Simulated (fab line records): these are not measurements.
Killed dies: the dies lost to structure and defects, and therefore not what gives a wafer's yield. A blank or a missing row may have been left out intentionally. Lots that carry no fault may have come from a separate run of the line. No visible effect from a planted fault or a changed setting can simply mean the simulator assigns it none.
fab line records ; flow gf180mcu
[record] lots = 15; wafers = 45; last-day = 34
route steps=602 shown V4@478 M5@532 V5@555
lots with no fault: from the same line, run without faults
start-h: hours from the record's opening day to when the first of the lot's shown wafers began ; wait-h: hours elapsed since this lot's preceding step ; " unchanged from the row above ; L1.1+2: several wafers, shown together as one row ; - either no value or no given start ; * or withheld: withheld ; < > ~ a bound
route shown NAME@n: a module of which the file shows steps, and the number in the route of the first ; usual: mean and standard deviation over wafers with no fault ; same: alike in all rows ; chamber/n: place in a boat ; sites: each site's reading ; _std_site: the standard deviation of these ; _edge_site: the outer-site mean with the inner-site mean subtracted ; radius-mm: how far each site lies from the wafer's centre ; mask NAME#n: copy n ; behind: the most recent tool/chamber to have shaped the wafer ; hold: why the lot went on hold/how many hours it stayed there/how the hold came to an end ; device: the n, p or np transistor that did not switch ; end of line: the same wafers' tests at the end of the route ; a step with no rows: only its recipe ; killed: dies that structure and defects cost at the first sort, which is not the same as the wafer's yield ; map: a wafer's dies, x killed, . not, _ none there
set.NAME: setting as actually run; set.NAME@STEP: the setting as run at that earlier step ; model.NAME: the simulator's own value behind a step, which no gauge read
the route's steps for a sample of lots (tables are steps, rows are wafers)
services: from which hour (start-h, from the record's first day; less than 0 if before it) a tool's chamber was out of use, for how many hours, and why
[[steps]]
[step GF_V4_CVD_02]
[recipe] material = SiO2; target-thk-nm = 850; precursor = TEOS; temp-c = 400; time-s = 94.851; rf-w = 600
[usual] heater-power-w = 649/91
lot.wafer;tool;chamber;start-h;wait-h;heater-power-w
L643.2;pecvd-01;2;545.01;0.0;764
L643.3;pecvd-01;1;545.01;0.0;560
L643.6;pecvd-01;0;545.01;0.0;475
L644.1;pecvd-01;0;558.00;0.1;509
L644.4;pecvd-01;1;558.00;0.1;513
L644.6;pecvd-01;2;558.00;0.1;731
L645.1;pecvd-04;2;566.80;0.1;709
L645.2;pecvd-04;1;566.80;0.1;607
L645.6;pecvd-04;0;566.80;0.1;739
L646.2;pecvd-01;1;569.86;0.0;613
L646.3;pecvd-01;0;569.86;0.0;505
L646.6;pecvd-01;2;569.86;0.0;710
L653.1;pecvd-01;0;634.48;0.1;609
L653.4;pecvd-01;2;634.48;0.1;612
L653.5;pecvd-01;1;634.48;0.1;522
L654.1;pecvd-01;0;638.53;0.1;508
L654.5;pecvd-01;2;638.53;0.1;739
L654.6;pecvd-01;1;638.53;0.1;595
L655.1;pecvd-01;1;642.70;0.1;521
L655.3;pecvd-01;2;642.70;0.1;715
L655.5;pecvd-01;0;642.70;0.1;503
L656.2;pecvd-02;0;652.03;0.0;673
L656.4;pecvd-02;0;652.03;0.0;676
L656.5;pecvd-02;2;652.03;0.0;710
L658.3;pecvd-02;2;662.90;0.0;729
L658.5;pecvd-02;2;662.90;0.0;765
L658.6;pecvd-02;0;662.90;0.0;568
L659.1;pecvd-04;1;675.15;0.1;595
L659.4;pecvd-04;1;675.15;0.1;630
L659.5;pecvd-04;0;675.15;0.1;838
L660.4;pecvd-02;2;678.53;0.1;722
L660.5;pecvd-02;0;678.53;0.1;647
L660.6;pecvd-02;1;678.53;0.1;712
L661.1;pecvd-01;1;682.95;0.1;605
L661.3;pecvd-01;0;682.95;0.1;504
L661.4;pecvd-01;0;682.95;0.1;557
L662.3;pecvd-04;0;691.84;0.0;769
L662.4;pecvd-04;0;691.84;0.0;786
L662.5;pecvd-04;2;691.84;0.0;691
L663.1;pecvd-02;2;697.02;0.1;706
L663.5;pecvd-02;0;697.02;0.1;552
L663.6;pecvd-02;2;697.02;0.1;753
L665.2;pecvd-04;0;710.66;0.0;707
L665.4;pecvd-04;2;710.66;0.0;724
L665.5;pecvd-04;1;710.66;0.0;623
[step GF_M5_DEVELOP_06]
[recipe] develop-time-s = 60; dev-temp-c = 21
[usual] chill-plate-temp-C = 23.00/0.11; develop-time-s = 60/0
lot.wafer;tool;chamber;start-h;wait-h;chill-plate-temp-C;develop-time-s
L643.2;litho-track-03;0;612.89;0.2;23.09;60
L643.3;litho-track-03;0;612.89;0.2;23.25;60
L643.6;litho-track-03;0;612.89;0.2;23.14;60
L644.1;litho-track-01;-;623.48;0.2;-;-
L644.4;litho-track-01;-;623.48;0.2;-;-
L644.6;litho-track-01;-;623.48;0.2;-;-
L645.1;litho-track-03;-;632.71;0.2;-;-
L645.2;litho-track-03;-;632.71;0.2;-;-
L645.6;litho-track-03;-;632.71;0.2;-;-
L646.2;litho-track-03;-;634.09;0.2;-;-
L646.3;litho-track-03;-;634.09;0.2;-;-
L646.6;litho-track-03;-;634.09;0.2;-;-
L653.1;litho-track-01;0;695.48;0.2;23.05;60
L653.4;litho-track-01;0;695.48;0.2;23.05;60
L653.5;litho-track-01;0;695.48;0.2;22.98;60
L654.1;litho-track-02;0;699.66;0.2;23.04;60
L654.5;litho-track-02;0;699.66;0.2;23.10;60
L654.6;litho-track-02;0;699.66;0.2;23.05;60
L655.1;litho-track-02;0;702.26;0.2;23.01;60
L655.3;litho-track-02;0;702.26;0.2;23.06;60
L655.5;litho-track-02;0;702.26;0.2;22.94;60
L656.2;litho-track-03;0;710.54;0.2;22.78;60
L656.4;litho-track-03;0;710.54;0.2;22.97;60
L656.5;litho-track-03;0;710.54;0.2;22.87;60
L658.3;litho-track-01;0;721.38;0.1;22.95;60
L658.5;litho-track-01;0;721.38;0.1;22.93;60
L658.6;litho-track-01;0;721.38;0.1;22.75;60
L659.1;litho-track-02;0;732.36;0.2;23.09;60
L659.4;litho-track-02;0;732.36;0.2;22.95;60
L659.5;litho-track-02;0;732.36;0.2;23.15;60
L660.4;litho-track-01;0;735.75;0.1;22.98;60
L660.5;litho-track-01;0;735.75;0.1;23.15;60
L660.6;litho-track-01;0;735.75;0.1;23.07;60
L661.1;litho-track-03;0;739.61;0.2;22.80;60
L661.3;litho-track-03;0;739.61;0.2;23.00;60
L661.4;litho-track-03;0;739.61;0.2;22.92;60
L662.3;litho-track-03;0;747.76;0.1;22.95;60
L662.4;litho-track-03;0;747.76;0.1;22.77;60
L662.5;litho-track-03;0;747.76;0.1;22.98;60
L663.1;litho-track-02;0;752.41;0.2;23.08;60
L663.5;litho-track-02;0;752.41;0.2;23.07;60
L663.6;litho-track-02;0;752.41;0.2;22.99;60
L665.2;litho-track-02;0;764.19;0.2;23.01;60
L665.4;litho-track-02;0;764.19;0.2;22.80;60
L665.5;litho-track-02;0;764.19;0.2;23.10;60
[step GF_M5_CD_MEAS_07]
[recipe] target-cd-nm = 280
[usual] cd-nm = 280.1/1.2
lot.wafer;tool;chamber;start-h;wait-h;cd-nm
L643.2;cd-sem-01;-;613.03;0.1;280.2
L643.3;cd-sem-01;-;613.03;0.1;279.2
L643.6;cd-sem-01;-;613.03;0.1;280.2
L644.1;cd-sem-02;-;623.63;0.1;-
L644.4;cd-sem-02;-;623.63;0.1;-
L644.6;cd-sem-02;-;623.63;0.1;-
L645.1;cd-sem-02;-;632.86;0.1;-
L645.2;cd-sem-02;-;632.86;0.1;-
L645.6;cd-sem-02;-;632.86;0.1;-
L646.2;cd-sem-02;-;634.23;0.1;-
L646.3;cd-sem-02;-;634.23;0.1;-
L646.6;cd-sem-02;-;634.23;0.1;-
L653.1;cd-sem-02;-;695.63;0.1;282.1
L653.4;cd-sem-02;-;695.63;0.1;280.8
L653.5;cd-sem-02;-;695.63;0.1;280.7
L654.1;cd-sem-01;-;699.81;0.1;280.2
L654.5;cd-sem-01;-;699.81;0.1;279.8
L654.6;cd-sem-01;-;699.81;0.1;281.2
L655.1;cd-sem-01;-;702.41;0.1;279.0
L655.3;cd-sem-01;-;702.41;0.1;278.4
L655.5;cd-sem-01;-;702.41;0.1;278.9
L656.2;cd-sem-01;-;710.68;0.1;281.3
L656.4;cd-sem-01;-;710.68;0.1;282.9
L656.5;cd-sem-01;-;710.68;0.1;281.3
L658.3;cd-sem-01;-;721.52;0.1;280.2
L658.5;cd-sem-01;-;721.52;0.1;281.1
L658.6;cd-sem-01;-;721.52;0.1;279.9
L659.1;cd-sem-01;-;732.51;0.1;280.3
L659.4;cd-sem-01;-;732.51;0.1;279.2
L659.5;cd-sem-01;-;732.51;0.1;280.5
L660.4;cd-sem-01;-;735.89;0.1;278.9
L660.5;cd-sem-01;-;735.89;0.1;278.9
L660.6;cd-sem-01;-;735.89;0.1;279.0
L661.1;cd-sem-02;-;739.76;0.1;280.5
L661.3;cd-sem-02;-;739.76;0.1;280.0
L661.4;cd-sem-02;-;739.76;0.1;281.6
L662.3;cd-sem-01;-;747.90;0.1;278.4
L662.4;cd-sem-01;-;747.90;0.1;278.5
L662.5;cd-sem-01;-;747.90;0.1;278.0
L663.1;cd-sem-01;-;752.56;0.1;279.1
L663.5;cd-sem-01;-;752.56;0.1;277.8
L663.6;cd-sem-01;-;752.56;0.1;279.2
L665.2;cd-sem-01;-;764.33;0.1;281.1
L665.4;cd-sem-01;-;764.33;0.1;282.2
L665.5;cd-sem-01;-;764.33;0.1;282.7
[step GF_V5_OVL_MEAS_15]
[usual] V5_OVL = -1/4.2
lot.wafer;tool;chamber;start-h;wait-h;V5_OVL[nm]
L643.2;overlay-01;-;634.29;0.1;-4
L643.3;overlay-01;-;634.29;0.1;-16
L643.6;overlay-01;-;634.29;0.1;-6
L653.1;overlay-01;-;715.84;0.1;-2
L653.4;overlay-01;-;715.84;0.1;-4
L653.5;overlay-01;-;715.84;0.1;1
L654.1;overlay-01;-;719.32;0.1;-2
L654.5;overlay-01;-;719.32;0.1;-4
L654.6;overlay-01;-;719.32;0.1;-2
L655.1;overlay-01;-;721.68;0.1;-1
L655.3;overlay-01;-;721.68;0.1;4
L655.5;overlay-01;-;721.68;0.1;-2
L656.2;overlay-01;-;730.09;0.1;-5
L656.4;overlay-01;-;730.09;0.1;3
L656.5;overlay-01;-;730.09;0.1;-1
L658.3;overlay-01;-;740.80;0.1;0
L658.5;overlay-01;-;740.80;0.1;2
L658.6;overlay-01;-;740.80;0.1;0
L659.1;overlay-02;-;750.38;0.1;1
L659.4;overlay-02;-;750.38;0.1;-3
L659.5;overlay-02;-;750.38;0.1;1
L660.4;overlay-01;-;753.86;0.1;-9
L660.5;overlay-01;-;753.86;0.1;-1
L660.6;overlay-01;-;753.86;0.1;-2
L661.1;overlay-02;-;757.88;0.1;1
L661.3;overlay-02;-;757.88;0.1;0
L661.4;overlay-02;-;757.88;0.1;-2
L662.3;overlay-01;-;765.74;0.1;5
L662.4;overlay-01;-;765.74;0.1;-1
L662.5;overlay-01;-;765.74;0.1;8
L663.1;overlay-02;-;769.83;0.1;-3
L663.5;overlay-02;-;769.83;0.1;-3
L663.6;overlay-02;-;769.83;0.1;-4
L665.2;overlay-01;-;781.55;0.1;2
L665.4;overlay-01;-;781.55;0.1;-8
L665.5;overlay-01;-;781.55;0.1;0
[[services]]
tool;chamber;start-h;hours;kind
pecvd-02;-;591.12;14.0;pm
pecvd-02;0;591.12;14.0;vent-cycle
pecvd-02;1;591.12;14.0;vent-cycle
pecvd-02;2;591.12;14.0;vent-cycle
pecvd-02;-;595.75;1.4;repair
pecvd-02;0;605.12;-;clean
pecvd-02;1;605.12;-;clean
pecvd-02;2;605.12;-;clean
pecvd-04;-;626.77;4.2;repair
litho-track-01;-;628.97;-;consumable-replace:filter
litho-track-02;-;633.47;-;consumable-replace:filter
pecvd-04;-;645.80;2.8;pm
pecvd-02;0;652.63;7.7;repair
litho-track-03;-;658.25;-;consumable-replace:filter
pecvd-01;-;674.82;0.5;repair
pecvd-02;-;684.45;5.5;pm
pecvd-01;-;698.14;0.8;pm
pecvd-01;-;728.61;2.7;repair
pecvd-01;-;751.46;0.4;repair
pecvd-04;-;756.04;0.6;repair
[[key]]
[first-sign] step = GF_M5_DEVELOP_06; reading = tool-record; direction = missing
effect none on later readings
met-at GF_M5_DEVELOP_06
struck-lots L644,L645,L646
later-rows-left-out L644.1,L644.4,L644.6,L645.1,L645.2,L645.6,L646.2,L646.3,L646.6
sort-left-out L644.1,L644.4,L644.6,L645.1,L645.2,L645.6,L646.2,L646.3,L646.6
not-acting-at GF_V4_CVD_02,GF_M5_CD_MEAS_07,GF_V5_OVL_MEAS_15
onset-between 612.89 623.48
[fault] kind = skipped-step-whole; tool = litho-track-01,litho-track-03; chamber = -; onset-h = 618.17; steps = GF_M5_DEVELOP_06; scope = struck-lots-only
// sort-left-out: the simulated sort isn't trusted on such a fault, so these wafers' sort isn't shown, and their yield isn't known
// later-rows-left-out: the simulator's readings of these wafers behind a module that went badly wrong aren't trusted and aren't shown, but for the sort
